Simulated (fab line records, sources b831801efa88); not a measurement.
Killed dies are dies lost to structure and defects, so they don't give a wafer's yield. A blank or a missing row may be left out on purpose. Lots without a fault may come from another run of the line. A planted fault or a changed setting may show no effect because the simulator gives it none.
fab line records | flow sky130
record lots=5 wafers=15 last_day=49
route steps=708 shown VT_ADJUST_NCORE@123 VT_ADJUST_HVTR@131 VT_ADJUST_PCH@143 SONOS_TUNNEL@154 SONOS_ONO@168
lots that met no fault: from a run of the same line without faults
start_h: hours from the record's first day to the start of the lot's first wafer shown | wait_h: hours since the lot's step before | " the same as in the row above | L1.1+2: a row that stands for several wafers | - no value, or no start given | * or withheld: withheld | < > ~ a bound
route shown NAME@n: a module of which the file shows steps, and the number in the route of the first | usual: mean/standard deviation of fault-free wafers | same: alike in all rows | chamber/n: place in a boat | sites: the reading at each site | _std_site: their standard deviation | _edge_site: outer sites' mean less inner sites' | radius_mm: how far each site lies from the wafer's centre | mask NAME#n: copy n | behind: the tool/chamber that last shaped the wafer | hold: why the lot was held/for how many hours/how that ended | device: the transistor (n, p or np) that didn't switch | end of line: the same wafers' tests at the end of the route | a step without rows: its recipe alone | killed: dies lost to structure and defects at the first sort, not the wafer's yield | map: a wafer's dies, x killed, . not, _ none there
set.NAME: the setting as run; set.NAME@STEP: as run at that earlier step | model.NAME: the simulator's own value behind a step, which no gauge read
lots at some steps of the route; a table a step, a row a wafer
services: from which hour (start_h, from the record's first day; less than 0 if before it) a tool's chamber was out of use, for how many hours, and why
## steps
# step SKY_VT_ADJUST_NCORE_EXPOSE_04
# recipe mask_id=LVTN_COMPLEMENT_THIN na=0.6 source_shape=conventional sigma_outer=0.6 polarization=unpolarized target_cd_nm=380 dose_mj=139
# columns lot.wafer tool chamber start_h wait_h mask
L075.2+4+6 iline_stepper-02 0 - - LVTN_COMPLEMENT_THIN#0
L078.2+4+5 iline_stepper-02 0 - - LVTN_COMPLEMENT_THIN#0
L081.4+5+6 iline_stepper-01 0 - - LVTN_COMPLEMENT_THIN#0
L085.3+5+6 iline_stepper-01 0 - - LVTN_COMPLEMENT_THIN#0
L088.3+5+6 iline_stepper-02 0 - - LVTN_COMPLEMENT_THIN#0
# step SKY_VT_ADJUST_NCORE_PEB_05
# recipe temp_c=withheld time_s=* resist=NOVOLAK
# columns lot.wafer tool chamber start_h wait_h
L075.2+4+6 litho_track-01 0 - -
L078.2+4+5 litho_track-01 0 - -
L081.4+5+6 litho_track-02 0 - -
L085.3+5+6 litho_track-03 0 - -
L088.3+5+6 litho_track-03 0 - -
# step SKY_VT_ADJUST_NCORE_DEVELOP_06
# recipe resist=NOVOLAK developer=TMAH develop_time_s=60 dev_temp_c=23
# columns lot.wafer tool chamber start_h wait_h
L075.2+4+6 litho_track-01 0 189.20 0.1
L078.2+4+5 litho_track-01 0 209.20 0.1
L081.4+5+6 litho_track-02 0 229.23 0.1
L085.3+5+6 litho_track-03 0 257.69 0.1
L088.3+5+6 litho_track-03 0 279.54 0.1
# step SKY_VT_ADJUST_NCORE_CD_MEAS_07
# recipe target_cd_nm=380
# usual cd_nm=380.1/2.4
# columns lot.wafer tool chamber start_h wait_h cd_nm
L075.2 cd_sem-02 - 189.35 0.1 379.3
L075.4 " - " " 381.4
L075.6 " - " " 380.5
L078.2 cd_sem-01 - 209.35 0.1 384.2
L078.4 " - " " 383.9
L078.5 " - " " 382.3
L081.4 cd_sem-02 - 229.37 0.1 383.6
L081.5 " - " " 381.8
L081.6 " - " " 379.5
L085.3 cd_sem-02 - 257.83 0.1 379.0
L085.5 " - " " 380.7
L085.6 " - " " 380.7
L088.3 cd_sem-01 - 279.68 0.1 374.8
L088.5 " - " " 375.4
L088.6 " - " " 375.3
# step SKY_VT_ADJUST_NCORE_OVL_MEAS_08
# usual VT_ADJUST_NCORE_OVL=-0.4/1.4
# columns lot.wafer tool chamber start_h wait_h VT_ADJUST_NCORE_OVL[nm]
L075.2 overlay-02 - 189.45 0.1 0.7
L075.4 " - " " 1.4
L075.6 " - " " 1.3
L078.2 overlay-01 - 209.45 0.1 -2.5
L078.4 " - " " -0.5
L078.5 " - " " -1.2
L081.4 overlay-01 - 229.45 0.1 1.2
L081.5 " - " " 0.1
L081.6 " - " " -1.6
L085.3 overlay-02 - 257.92 0.1 -0.2
L085.5 " - " " 1.2
L085.6 " - " " 0.6
L088.3 overlay-01 - 279.77 0.1 0.2
L088.5 " - " " 1.1
L088.6 " - " " -0.8
# step SKY_VT_ADJUST_NCORE_IMPLANT_09
# recipe species=B energy_kev=10 dose_cm2=2.4e+12 tilt_deg=withheld
# columns lot.wafer tool chamber start_h wait_h
L075.2+4+6 implanter-01 0 189.51 0.0
L078.2+4+5 implanter-01 0 209.51 0.0
L081.4+5+6 implanter-02 0 229.54 0.1
L085.3+5+6 implanter-02 0 258.00 0.1
L088.3+5+6 implanter-02 0 279.85 0.1
# step SKY_VT_ADJUST_NCORE_STRIP_10
# recipe chemistry=O2/N2 power_w=1400 pressure_mtorr=1500 platen_temp_c=withheld o2_flow_sccm=3000 n2_flow_sccm=300 overash_fraction=0.5
# usual drypump_motor_current_A=5.7/0.62 oes_product_au=0.716/0.0047 strip_time_to_endpoint_s=14.18/0.045
# columns lot.wafer tool chamber start_h wait_h drypump_motor_current_A oes_product_au rf_hours_counter_h strip_time_to_endpoint_s
L075.2 plasma_asher-01 1 189.63 0.1 4.8 0.707 38 14.18
L075.4 " 1 " " 4.8 0.716 - 14.22
L075.6 " 0 " " 5.2 0.711 - 14.23
L078.2 plasma_asher-04 0 209.63 0.1 6.6 0.720 8 14.13
L078.4 " 0 " " 6.6 0.711 - 14.17
L078.5 " 1 " " 5.8 0.722 - 14.18
L081.4 plasma_asher-03 0 229.65 0.1 5.5 0.709 - 14.15
L081.5 " 1 " " 5.3 0.716 - 14.16
L081.6 " 0 " " 5.5 0.705 - 14.13
L085.3 plasma_asher-01 1 258.13 0.1 4.8 0.705 - 14.19
L085.5 " 1 " " 4.8 0.715 - 14.16
L085.6 " 0 " " 5.2 0.720 - 14.17
L088.3 plasma_asher-03 1 279.98 0.1 5.4 0.719 - 14.18
L088.5 " 0 " " 5.5 0.713 - 14.18
L088.6 " 1 " " 5.4 0.721 - 14.18
# step SKY_VT_ADJUST_NCORE_TW_MEAS_11
# usual VT_ADJUST_NCORE_TW=217.7/1.6
# columns lot.wafer tool chamber start_h wait_h VT_ADJUST_NCORE_TW
L075.2 film_metro-03 - 189.74 0.1 217.3
L075.4 " - " " 216.2
L075.6 " - " " 217.7
L078.2 film_metro-03 - 209.74 0.1 217.0
L078.4 " - " " 217.0
L078.5 " - " " 217.3
L081.4 film_metro-02 - 229.75 0.1 216.1
L081.5 " - " " 215.8
L081.6 " - " " 216.3
L085.3 film_metro-03 - 258.22 0.1 217.9
L085.5 " - " " 218.3
L085.6 " - " " 217.5
L088.3 film_metro-01 - 280.07 0.1 220.7
L088.5 " - " " 220.6
L088.6 " - " " 220.2
# step SKY_VT_ADJUST_HVTR_DEHYDRATE_00
# recipe temp_c=200 time_s=60
# columns lot.wafer tool chamber start_h wait_h
L075.2+4+6 litho_track-02 0 200.23 10.5
L078.2+4+5 litho_track-02 0 220.08 10.3
L081.4+5+6 litho_track-02 0 240.58 10.8
L085.3+5+6 litho_track-04 0 269.34 11.1
L088.3+5+6 litho_track-01 0 291.18 11.1
# step SKY_VT_ADJUST_HVTR_HMDS_01
# recipe prime_time_s=60 prime_temp_c=120
# columns lot.wafer tool chamber start_h wait_h
L075.2+4+6 litho_track-02 0 200.38 0.1
L078.2+4+5 litho_track-02 0 220.23 0.1
L081.4+5+6 litho_track-02 0 240.73 0.1
L085.3+5+6 litho_track-04 0 269.49 0.1
L088.3+5+6 litho_track-01 0 291.33 0.1
# step SKY_VT_ADJUST_HVTR_COAT_02
# recipe resist=NOVOLAK spin_rpm=3000 resist_thk_nm=1140
# columns lot.wafer tool chamber start_h wait_h
L075.2+4+6 litho_track-02 0 200.53 0.1
L078.2+4+5 litho_track-02 0 220.38 0.1
L081.4+5+6 litho_track-02 0 240.88 0.1
L085.3+5+6 litho_track-04 0 269.64 0.1
L088.3+5+6 litho_track-01 0 291.48 0.1
# step SKY_VT_ADJUST_HVTR_SOFTBAKE_03
# recipe temp_c=90 time_s=60 resist=NOVOLAK
# columns lot.wafer tool chamber start_h wait_h
L075.2+4+6 litho_track-02 0 200.68 0.1
L078.2+4+5 litho_track-02 0 220.53 0.1
L081.4+5+6 litho_track-02 0 241.03 0.1
L085.3+5+6 litho_track-04 0 269.79 0.1
L088.3+5+6 litho_track-01 0 291.63 0.1
# step SKY_VT_ADJUST_HVTR_EXPOSE_04
# recipe mask_id=HVTRM target_cd_nm=380 na=0.6 source_shape=conventional sigma_outer=0.6 dose_mj=150
# columns lot.wafer tool chamber start_h wait_h mask
L075.2+4+6 iline_stepper-02 0 - - HVTRM#0
L078.2+4+5 iline_stepper-02 0 - - HVTRM#0
L081.4+5+6 iline_stepper-02 0 - - HVTRM#0
L085.3+5+6 iline_stepper-02 0 - - HVTRM#0
L088.3+5+6 iline_stepper-02 0 - - HVTRM#0
# step SKY_VT_ADJUST_HVTR_PEB_05
# recipe temp_c=withheld time_s=* resist=NOVOLAK
# columns lot.wafer tool chamber start_h wait_h
L075.2+4+6 litho_track-01 0 - -
L078.2+4+5 litho_track-04 0 - -
L081.4+5+6 litho_track-01 0 - -
L085.3+5+6 litho_track-01 0 - -
L088.3+5+6 litho_track-04 0 - -
# step SKY_VT_ADJUST_HVTR_DEVELOP_06
# recipe develop_time_s=60 dev_temp_c=23
# columns lot.wafer tool chamber start_h wait_h
L075.2+4+6 litho_track-01 0 210.95 0.1
L078.2+4+5 litho_track-04 0 231.71 0.1
L081.4+5+6 litho_track-01 0 253.10 0.1
L085.3+5+6 litho_track-01 0 282.38 0.1
L088.3+5+6 litho_track-04 0 304.29 0.1
# step SKY_VT_ADJUST_HVTR_CD_MEAS_07
# recipe target_cd_nm=380
# usual cd_nm=380.9/2.6
# columns lot.wafer tool chamber start_h wait_h cd_nm
L075.2 cd_sem-01 - 211.10 0.1 382.1
L075.4 " - " " 385.8
L075.6 " - " " 387.0
L078.2 cd_sem-01 - 231.86 0.1 380.9
L078.4 " - " " 378.9
L078.5 " - " " 377.5
L081.4 cd_sem-01 - 253.24 0.1 377.3
L081.5 " - " " 377.2
L081.6 " - " " 379.1
L085.3 cd_sem-01 - 282.52 0.1 384.1
L085.5 " - " " 388.1
L085.6 " - " " 383.1
L088.3 cd_sem-02 - 304.43 0.1 382.7
L088.5 " - " " 383.0
L088.6 " - " " 381.9
# step SKY_VT_ADJUST_HVTR_OVL_MEAS_08
# usual VT_ADJUST_HVTR_OVL=1.2/1.2
# columns lot.wafer tool chamber start_h wait_h VT_ADJUST_HVTR_OVL[nm]
L075.2 overlay-02 - 211.20 0.1 1.1
L075.4 " - " " 2.0
L075.6 " - " " 0.5
L078.2 overlay-02 - 231.96 0.1 2.8
L078.4 " - " " 2.3
L078.5 " - " " 2.4
L081.4 overlay-02 - 253.31 0.1 2.5
L081.5 " - " " 1.7
L081.6 " - " " -0.9
L085.3 overlay-02 - 282.61 0.1 1.6
L085.5 " - " " 1.2
L085.6 " - " " 0.1
L088.3 overlay-01 - 304.52 0.1 1.3
L088.5 " - " " 0.7
L088.6 " - " " 1.1
# step SKY_VT_ADJUST_HVTR_IMPLANT_09
# recipe species=B energy_kev=10 dose_cm2=2.1e+12 tilt_deg=withheld
# columns lot.wafer tool chamber start_h wait_h
L075.2+4+6 implanter-01 0 211.26 0.0
L078.2+4+5 implanter-02 0 232.02 0.0
L081.4+5+6 implanter-02 0 253.41 0.1
L085.3+5+6 implanter-03 0 282.68 0.1
L088.3+5+6 implanter-03 0 304.59 0.1
# step SKY_VT_ADJUST_HVTR_STRIP_10
# recipe chemistry=O2/N2 power_w=1400 pressure_mtorr=1500 platen_temp_c=withheld o2_flow_sccm=3000 n2_flow_sccm=300 overash_fraction=0.5
# usual drypump_motor_current_A=5.7/0.65 oes_product_au=0.716/0.0046 strip_time_to_endpoint_s=14.17/0.037
# columns lot.wafer tool chamber start_h wait_h drypump_motor_current_A oes_product_au rf_hours_counter_h strip_time_to_endpoint_s
L075.2 plasma_asher-02 1 211.38 0.1 6.1 0.713 54 14.17
L075.4 " 0 " " 5.0 0.722 - 14.13
L075.6 " 1 " " 6.1 0.715 - 14.16
L078.2 plasma_asher-01 1 232.14 0.1 4.8 0.713 42 14.20
L078.4 " 1 " " 4.8 0.715 - 14.22
L078.5 " 0 " " 5.2 0.711 - 14.21
L081.4 plasma_asher-02 0 253.51 0.1 5.0 0.712 - 14.18
L081.5 " 0 " " 5.0 0.717 - 14.19
L081.6 " 1 " " 6.1 0.711 - 14.15
L085.3 plasma_asher-01 1 282.81 0.1 4.8 0.709 - 14.16
L085.5 " 0 " " 5.2 0.723 - 14.19
L085.6 " 1 " " 4.9 0.719 - 14.18
L088.3 plasma_asher-04 0 304.72 0.1 6.6 0.722 - 14.17
L088.5 " 0 " " 6.7 0.719 - 14.13
L088.6 " 1 " " 5.8 0.709 - 14.20
# step SKY_VT_ADJUST_HVTR_TW_MEAS_11
# usual VT_ADJUST_HVTR_TW=209.1/1.3
# columns lot.wafer tool chamber start_h wait_h VT_ADJUST_HVTR_TW
L075.2 film_metro-03 - 211.49 0.1 209.7
L075.4 " - " " 208.0
L075.6 " - " " 209.4
L078.2 film_metro-02 - 232.25 0.1 208.5
L078.4 " - " " 208.7
L078.5 " - " " 208.5
L081.4 film_metro-02 - 253.61 0.1 207.7
L081.5 " - " " 208.4
L081.6 " - " " 207.7
L085.3 film_metro-03 - 282.90 0.1 208.3
L085.5 " - " " 209.6
L085.6 " - " " 208.8
L088.3 film_metro-02 - 304.81 0.1 208.4
L088.5 " - " " 207.1
L088.6 " - " " 207.8
# step SKY_VT_ADJUST_PCH_DEHYDRATE_00
# recipe temp_c=200 time_s=60
# columns lot.wafer tool chamber start_h wait_h
L075.2+4+6 litho_track-03 0 222.22 10.7
L078.2+4+5 litho_track-01 0 242.95 10.7
L081.4+5+6 litho_track-04 0 265.21 11.6
L085.3+5+6 litho_track-04 0 294.74 11.8
L088.3+5+6 litho_track-03 0 316.99 12.2
# step SKY_VT_ADJUST_PCH_HMDS_01
# recipe prime_time_s=60 prime_temp_c=120
# columns lot.wafer tool chamber start_h wait_h
L075.2+4+6 litho_track-03 0 222.37 0.1
L078.2+4+5 litho_track-01 0 243.10 0.1
L081.4+5+6 litho_track-04 0 265.36 0.1
L085.3+5+6 litho_track-04 0 294.89 0.1
L088.3+5+6 litho_track-03 0 317.14 0.1
# step SKY_VT_ADJUST_PCH_COAT_02
# recipe spin_rpm=2000 resist_thk_nm=3000
# columns lot.wafer tool chamber start_h wait_h
L075.2+4+6 litho_track-03 0 222.52 0.1
L078.2+4+5 litho_track-01 0 243.25 0.1
L081.4+5+6 litho_track-04 0 265.51 0.1
L085.3+5+6 litho_track-04 0 295.04 0.1
L088.3+5+6 litho_track-03 0 317.29 0.1
# step SKY_VT_ADJUST_PCH_SOFTBAKE_03
# recipe temp_c=110 time_s=withheld
# columns lot.wafer tool chamber start_h wait_h
L075.2+4+6 litho_track-03 0 222.67 0.1
L078.2+4+5 litho_track-01 0 243.41 0.1
L081.4+5+6 litho_track-04 0 265.69 0.1
L085.3+5+6 litho_track-04 0 295.20 0.1
L088.3+5+6 litho_track-03 0 317.46 0.1
# step SKY_VT_ADJUST_PCH_EXPOSE_04
# recipe mask_id=NWM na=0.6 source_shape=conventional sigma_outer=0.6 polarization=unpolarized target_cd_nm=840 dose_mj=255
# columns lot.wafer tool chamber start_h wait_h mask
L075.2+4+6 iline_stepper-02 0 - - NWM#0
L078.2+4+5 iline_stepper-02 0 - - NWM#0
L081.4+5+6 iline_stepper-02 0 - - NWM#0
L085.3+5+6 iline_stepper-01 0 - - NWM#0
L088.3+5+6 iline_stepper-02 0 - - NWM#0
# step SKY_VT_ADJUST_PCH_PEB_05
# recipe temp_c=115 time_s=withheld
# columns lot.wafer tool chamber start_h wait_h
L075.2+4+6 litho_track-04 0 - -
L078.2+4+5 litho_track-03 0 - -
L081.4+5+6 litho_track-03 0 - -
L085.3+5+6 litho_track-03 0 - -
L088.3+5+6 litho_track-01 0 - -
# step SKY_VT_ADJUST_PCH_DEVELOP_06
# recipe wall_angle_deg=90 developer=TMAH develop_time_s=60 dev_temp_c=23
# columns lot.wafer tool chamber start_h wait_h
L075.2+4+6 litho_track-04 0 - -
L078.2+4+5 litho_track-03 0 - -
L081.4+5+6 litho_track-03 0 - -
L085.3+5+6 litho_track-03 0 - -
L088.3+5+6 litho_track-01 0 - -
# step SKY_VT_ADJUST_PCH_OVL_MEAS_07
# usual VT_ADJUST_PCH_OVL=0.4/1.4
# columns lot.wafer tool chamber start_h wait_h VT_ADJUST_PCH_OVL[nm]
L075.2 overlay-01 - 233.84 - 0.7
L075.4 " - " " -0.8
L075.6 " - " " 0.3
L078.2 overlay-02 - 255.67 - -1.9
L078.4 " - " " 0.0
L078.5 " - " " 0.5
L081.4 overlay-02 - 278.11 - 1.0
L081.5 " - " " -1.1
L081.6 " - " " 0.7
L085.3 overlay-01 - 308.10 - 1.5
L085.5 " - " " 3.1
L085.6 " - " " 2.4
L088.3 overlay-01 - 330.89 - 1.2
L088.5 " - " " -1.3
L088.6 " - " " 0.9
# step SKY_VT_ADJUST_PCH_IMPLANT_08
# recipe species=B energy_kev=10.05 dose_cm2=5e+11 tilt_deg=withheld
# columns lot.wafer tool chamber start_h wait_h
L075.2+4+6 implanter-03 0 233.90 0.0
L078.2+4+5 implanter-02 0 255.73 0.0
L081.4+5+6 implanter-03 0 278.20 0.1
L085.3+5+6 implanter-03 0 308.18 0.1
L088.3+5+6 implanter-03 0 330.96 0.1
# step SKY_VT_ADJUST_PCH_STRIP_09
# recipe chemistry=O2/N2 power_w=1400 pressure_mtorr=1500 platen_temp_c=withheld o2_flow_sccm=3000 n2_flow_sccm=300 overash_fraction=0.5
# usual drypump_motor_current_A=5.7/0.53 oes_product_au=0.722/0.0044 strip_time_to_endpoint_s=36.87/0.11
# columns lot.wafer tool chamber start_h wait_h drypump_motor_current_A oes_product_au rf_hours_counter_h strip_time_to_endpoint_s
L075.2 plasma_asher-02 1 234.02 0.1 6.1 0.723 56 36.91
L075.4 " 0 " " 4.9 0.728 - 36.86
L075.6 " 1 " " 6.1 0.719 - 36.94
L078.2 plasma_asher-02 1 255.85 0.1 6.1 0.719 58 36.80
L078.4 " 1 " " 6.1 0.726 - 36.74
L078.5 " 1 " " 6.1 0.721 - 36.72
L081.4 plasma_asher-04 1 278.31 0.1 5.8 0.722 - 36.94
L081.5 " 0 " " 6.6 0.717 - 37.02
L081.6 " 1 " " 5.8 0.714 - 37.03
L085.3 plasma_asher-04 1 308.31 0.1 5.8 0.721 - 36.63
L085.5 " 0 " " 6.6 0.724 - 36.70
L085.6 " 1 " " 5.8 0.731 - 36.78
L088.3 plasma_asher-03 0 331.09 0.1 5.5 0.723 - 36.91
L088.5 " 0 " " 5.5 0.721 - 36.81
L088.6 " 1 " " 5.3 0.722 - 36.86
# step SKY_VT_ADJUST_PCH_TW_MEAS_10
# usual VT_ADJUST_PCH_TW=142.2/1.3
# columns lot.wafer tool chamber start_h wait_h VT_ADJUST_PCH_TW
L075.2 film_metro-01 - 234.13 0.1 143.4
L075.4 " - " " 143.9
L075.6 " - " " 144.5
L078.2 film_metro-02 - 255.96 0.1 140.4
L078.4 " - " " 141.8
L078.5 " - " " 141.1
L081.4 film_metro-04 - 278.41 0.1 142.4
L081.5 " - " " 142.3
L081.6 " - " " 142.6
L085.3 film_metro-01 - 308.40 0.1 144.2
L085.5 " - " " 144.3
L085.6 " - " " 142.9
L088.3 film_metro-01 - 331.18 0.1 143.5
L088.5 " - " " 143.9
L088.6 " - " " 143.9
# step SKY_SONOS_TUNNEL_DEHYDRATE_00
# recipe temp_c=200 time_s=60
# columns lot.wafer tool chamber start_h wait_h
L075.2+4+6 litho_track-04 0 244.26 10.1
L078.2+4+5 litho_track-02 0 267.58 11.6
L081.4+5+6 litho_track-02 0 289.48 11.1
L085.3+5+6 litho_track-02 0 319.96 11.6
L088.3+5+6 litho_track-02 0 344.11 12.9
# step SKY_SONOS_TUNNEL_HMDS_01
# recipe prime_time_s=60 prime_temp_c=120
# columns lot.wafer tool chamber start_h wait_h
L075.2+4+6 litho_track-04 0 244.41 0.1
L078.2+4+5 litho_track-02 0 267.73 0.1
L081.4+5+6 litho_track-02 0 289.63 0.1
L085.3+5+6 litho_track-02 0 320.11 0.1
L088.3+5+6 litho_track-02 0 344.26 0.1
# step SKY_SONOS_TUNNEL_COAT_02
# recipe resist=NOVOLAK spin_rpm=3000 resist_thk_nm=1140
# columns lot.wafer tool chamber start_h wait_h
L075.2+4+6 litho_track-04 0 244.56 0.1
L078.2+4+5 litho_track-02 0 267.88 0.1
L081.4+5+6 litho_track-02 0 289.78 0.1
L085.3+5+6 litho_track-02 0 320.26 0.1
L088.3+5+6 litho_track-02 0 344.41 0.1
# step SKY_SONOS_TUNNEL_SOFTBAKE_03
# recipe temp_c=90 time_s=60 resist=NOVOLAK
# columns lot.wafer tool chamber start_h wait_h
L075.2+4+6 litho_track-04 0 244.71 0.1
L078.2+4+5 litho_track-02 0 268.03 0.1
L081.4+5+6 litho_track-02 0 289.93 0.1
L085.3+5+6 litho_track-02 0 320.41 0.1
L088.3+5+6 litho_track-02 0 344.56 0.1
# step SKY_SONOS_TUNNEL_EXPOSE_04
# recipe mask_id=TUNM na=0.6 source_shape=conventional sigma_outer=0.6 polarization=unpolarized target_cd_nm=410 dose_mj=136
# columns lot.wafer tool chamber start_h wait_h mask
L075.2+4+6 iline_stepper-01 0 - - TUNM#0
L078.2+4+5 iline_stepper-02 0 - - TUNM#0
L081.4+5+6 iline_stepper-01 0 - - TUNM#0
L085.3+5+6 iline_stepper-01 0 - - TUNM#0
L088.3+5+6 iline_stepper-01 0 - - TUNM#0
# step SKY_SONOS_TUNNEL_PEB_05
# recipe temp_c=withheld time_s=* resist=NOVOLAK
# columns lot.wafer tool chamber start_h wait_h
L075.2+4+6 litho_track-03 0 - -
L078.2+4+5 litho_track-04 0 - -
L081.4+5+6 litho_track-03 0 - -
L085.3+5+6 litho_track-02 0 - -
L088.3+5+6 litho_track-03 0 - -
# step SKY_SONOS_TUNNEL_DEVELOP_06
# recipe resist=NOVOLAK developer=TMAH develop_time_s=60 dev_temp_c=23
# columns lot.wafer tool chamber start_h wait_h
L075.2+4+6 litho_track-03 0 256.72 0.1
L078.2+4+5 litho_track-04 0 280.01 0.1
L081.4+5+6 litho_track-03 0 302.32 0.1
L085.3+5+6 litho_track-02 0 334.01 0.1
L088.3+5+6 litho_track-03 0 356.69 0.1
# step SKY_SONOS_TUNNEL_CD_MEAS_07
# recipe target_cd_nm=410
# usual cd_nm=411.1/2.5
# columns lot.wafer tool chamber start_h wait_h cd_nm
L075.2 cd_sem-01 - 256.86 0.1 412.8
L075.4 " - " " 411.3
L075.6 " - " " 411.8
L078.2 cd_sem-02 - 280.16 0.1 407.1
L078.4 " - " " 408.0
L078.5 " - " " 409.0
L081.4 cd_sem-02 - 302.45 0.1 415.3
L081.5 " - " " 414.0
L081.6 " - " " 413.6
L085.3 cd_sem-01 - 334.15 0.1 412.9
L085.5 " - " " 412.0
L085.6 " - " " 411.9
L088.3 cd_sem-02 - 356.83 0.1 416.8
L088.5 " - " " 415.4
L088.6 " - " " 412.1
# step SKY_SONOS_TUNNEL_OVL_MEAS_08
# usual SONOS_TUNNEL_OVL=0.2/1.3
# columns lot.wafer tool chamber start_h wait_h SONOS_TUNNEL_OVL[nm]
L075.2 overlay-02 - 256.97 0.1 0.8
L075.4 " - " " -0.6
L075.6 " - " " -1.2
L078.2 overlay-01 - 280.26 0.1 0.0
L078.4 " - " " 2.0
L078.5 " - " " -0.4
L081.4 overlay-02 - 302.53 0.1 -0.2
L081.5 " - " " 0.7
L081.6 " - " " 2.1
L085.3 overlay-01 - 334.24 0.1 -0.4
L085.5 " - " " -0.1
L085.6 " - " " -0.8
L088.3 overlay-02 - 356.92 0.1 1.0
L088.5 " - " " -0.1
L088.6 " - " " 0.7
# step SKY_SONOS_TUNNEL_IMPLANT_09
# recipe species=B energy_kev=20 dose_cm2=1e+12 tilt_deg=withheld
# columns lot.wafer tool chamber start_h wait_h
L075.2+4+6 implanter-01 0 257.02 0.0
L078.2+4+5 implanter-01 0 280.32 0.0
L081.4+5+6 implanter-01 0 302.62 0.1
L085.3+5+6 implanter-01 0 334.31 0.1
L088.3+5+6 implanter-04 0 357.00 0.1
# step SKY_SONOS_TUNNEL_WET_ETCH_10
# recipe chemistry=dHF target_depth_nm=14 target=SiO2 dilution=100:1 temp_c=25 time_s=280
# columns lot.wafer tool chamber start_h wait_h
L075.2+4+6 wet_bench-04 0 257.15 0.1
L078.2+4+5 wet_bench-04 3 280.44 0.1
L081.4+5+6 wet_bench-04 0 302.70 0.1
L085.3+5+6 wet_bench-02 2 334.41 0.1
L088.3+5+6 wet_bench-02 0 357.10 0.1
# step SKY_SONOS_TUNNEL_STRIP_11
# recipe chemistry=SPM time_s=600 temp_c=130
# columns lot.wafer tool chamber start_h wait_h
L075.2+4+6 wet_bench-02 2 257.23 0.0
L078.2+4+5 wet_bench-02 0 280.53 0.0
L081.4+5+6 wet_bench-01 0 302.78 0.0
L085.3+5+6 wet_bench-04 1 334.50 0.0
L088.3+5+6 wet_bench-04 1 357.18 0.0
# step SKY_SONOS_TUNNEL_TW_MEAS_12
# usual SONOS_TUNNEL_TW=197.1/1.2
# columns lot.wafer tool chamber start_h wait_h SONOS_TUNNEL_TW
L075.2 film_metro-01 - 257.43 0.0 197.7
L075.4 " - " " 197.5
L075.6 " - " " 198.6
L078.2 film_metro-04 - 280.71 0.0 196.7
L078.4 " - " " 197.9
L078.5 " - " " 197.2
L081.4 film_metro-01 - 302.99 0.0 199.2
L081.5 " - " " 198.4
L081.6 " - " " 199.2
L085.3 film_metro-04 - 334.71 0.0 197.0
L085.5 " - " " 198.3
L085.6 " - " " 196.9
L088.3 film_metro-03 - 357.38 0.0 196.9
L088.5 " - " " 196.0
L088.6 " - " " 195.4
# step SKY_SONOS_TUNNEL_CLEAN_13
# recipe chemistry=dHF time_s=20 dilution=100:1 dry=ipa_marangoni
# columns lot.wafer tool chamber start_h wait_h
L075.2+4+6 wet_bench-01 0 257.48 0.0
L078.2+4+5 wet_bench-01 2 280.76 0.0
L081.4+5+6 wet_bench-02 3 303.02 0.0
L085.3+5+6 wet_bench-02 0 334.75 0.0
L088.3+5+6 wet_bench-02 0 357.42 0.0
# step SKY_SONOS_ONO_OXIDATION_00
# recipe temp_c=795.9 ambient=O2 idle_temp_c=700 ramp_up_c_per_min=10 ramp_down_c_per_min=3 stabilise_s=600 purge_s=300 target_thk_a=26 ox_time_s=1249
# usual spike_tc_top_C=809.8/1.2 tube_center_temp_C=795.91/0.071
# same stabilise_s=600
# columns lot.wafer tool chamber start_h wait_h spike_tc_top_C tube_center_temp_C
L075.2 furnace-01 0 257.51 0.0 809.9 795.99
L075.4 " 0 " " 809.3 795.95
L075.6 " 0 " " 810.7 795.93
L078.2 furnace-02 0 284.55 3.8 810.1 795.97
L078.4 " 0 " " 808.7 796.05
L078.5 " 0 " " 811.5 795.8
L081.4 furnace-01 0 303.03 0.0 810.7 796.02
L081.5 " 0 " " 809.3 795.83
L081.6 " 0 " " 810.6 795.85
L085.3 furnace-02 0 336.27 1.5 810.6 795.96
L085.5 " 0 " " 810.8 795.88
L085.6 " 0 " " 810.3 795.81
L088.3 furnace-01 0 360.12 2.7 808.4 795.91
L088.5 " 0 " " 809.5 795.88
L088.6 " 0 " " 808.8 795.83
# step SKY_SONOS_ONO_THK_MEAS_01
# recipe reads=SiO2_of_SONOS_ONO_OXIDATION_00
# usual SONOS_ONO_OXIDATION_THK=2.46/0.058
# columns lot.wafer tool chamber start_h wait_h SONOS_ONO_OXIDATION_THK[nm]
L075.2 film_metro-03 - 258.87 0.0 2.54
L075.4 " - " " 2.56
L075.6 " - " " 2.47
L078.2 film_metro-01 - 285.90 0.0 2.45
L078.4 " - " " 2.47
L078.5 " - " " 2.46
L081.4 film_metro-02 - 304.41 0.0 2.44
L081.5 " - " " 2.46
L081.6 " - " " 2.44
L085.3 film_metro-02 - 337.64 0.0 2.45
L085.5 " - " " 2.45
L085.6 " - " " 2.52
L088.3 film_metro-01 - 361.49 0.0 2.43
L088.5 " - " " 2.46
L088.6 " - " " 2.41
# step SKY_SONOS_ONO_CVD_02
# recipe material=Si3N4 precursor=DCS/NH3 target_thk_nm=10.5 temp_c=770 time_s=180 pressure_mtorr=250
# usual spike_tc_top_C=783.7/1.8
# columns lot.wafer tool chamber start_h wait_h spike_tc_top_C
L075.2 lpcvd-02 0 258.92 0.0 783.9
L075.4 " 0 " " 783.5
L075.6 " 0 " " 783.3
L078.2 lpcvd-02 0 287.02 1.1 783.9
L078.4 " 0 " " 783.2
L078.5 " 0 " " 783.1
L081.4 lpcvd-02 0 305.61 1.2 783.6
L081.5 " 0 " " 784.8
L081.6 " 0 " " 782.6
L085.3 lpcvd-02 0 350.86 13.2 784.1
L085.5 " 0 " " 782.3
L085.6 " 0 " " 781.9
L088.3 lpcvd-02 0 361.75 0.3 783.5
L088.5 " 0 " " 783.4
L088.6 " 0 " " 782.3
## services
# columns tool chamber start_h hours kind
iline_stepper-01 - 158.16 1.7 pm
furnace-02 - 160.05 3.3 pm
furnace-01 - 165.71 4.5 pm
implanter-03 - 174.33 0.8 repair
furnace-01 - 175.83 4.1 pm
implanter-02 - 181.98 3.7 pm
wet_bench-02 - 199.91 2.3 repair
iline_stepper-01 - 218.87 4.2 repair
iline_stepper-02 - 229.09 4.6 repair
furnace-02 - 230.69 1.3 pm
wet_bench-01 - 249.40 1.9 pm
plasma_asher-04 - 264.38 10.5 repair
iline_stepper-01 - 266.06 8.9 pm
wet_bench-02 - 270.25 3.5 repair
furnace-01 - 274.60 7.7 repair
implanter-02 - 289.52 0.7 repair
implanter-03 - 306.78 1.1 repair
furnace-02 - 328.20 3.7 pm
plasma_asher-04 - 330.09 4.3 pm
lpcvd-02 - 332.43 14.6 pm
furnace-02 - 337.62 3.0 pm
furnace-01 - 344.01 3.2 pm
implanter-03 - 350.02 4.7 pm
furnace-01 - 350.22 9.9 pm
## key
fault none
